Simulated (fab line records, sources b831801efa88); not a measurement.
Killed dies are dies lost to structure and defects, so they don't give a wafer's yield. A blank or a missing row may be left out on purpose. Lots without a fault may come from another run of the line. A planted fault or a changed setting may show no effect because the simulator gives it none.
Which tool did it? | flow sky130 | 6 lots, 18 wafers sampled, at 1 step of a route of 708

WHAT THE GAUGES READ, wafer by wafer
SKY_SONOS_ONO_THK_MEAS_01.
lot  | measured     | on            | SONOS_ONO_OXIDATION_THK (nm)
L853 | day 11 19:35 | film_metro-04 | 2.52 2.50 2.62
L857 | day 14 12:28 | film_metro-01 | 2.66 2.72 2.71
L860 | day 14 22:23 | film_metro-01 | 2.72 2.73 2.65
L863 | day 15 04:29 | film_metro-01 | 2.72 2.60 2.62
L871 | day 18 00:28 | film_metro-02 | 2.61 2.61 2.60
L873 | day 19 02:40 | film_metro-04 | 2.55 2.61 2.59

WHICH TOOL RAN EACH LOT (tool, then ch and the chambers of the sampled wafers, then the start)
The record holds no process step before these readings.

THE ANSWER, worked out from the rows above alone
Rule: what is usual is taken from the lots themselves. Put in order of their means at a reading, lots are off if they are a third of the lots or fewer, leave a main group of 4 or more, and stand apart from it by a gap of 3 or more times the standard deviation of the main group's means; of several such gaps the widest counts. A main group whose means are all the same, to the digits that the tables above print for the reading, isn't used. A lot without any number at a reading at which 4 lots or more have one is off too. The other lots that the step has rows for count as sound.
No lot is off at any reading shown: from this, nothing can be told.

WHAT THE SIMULATOR HAD PUT IN
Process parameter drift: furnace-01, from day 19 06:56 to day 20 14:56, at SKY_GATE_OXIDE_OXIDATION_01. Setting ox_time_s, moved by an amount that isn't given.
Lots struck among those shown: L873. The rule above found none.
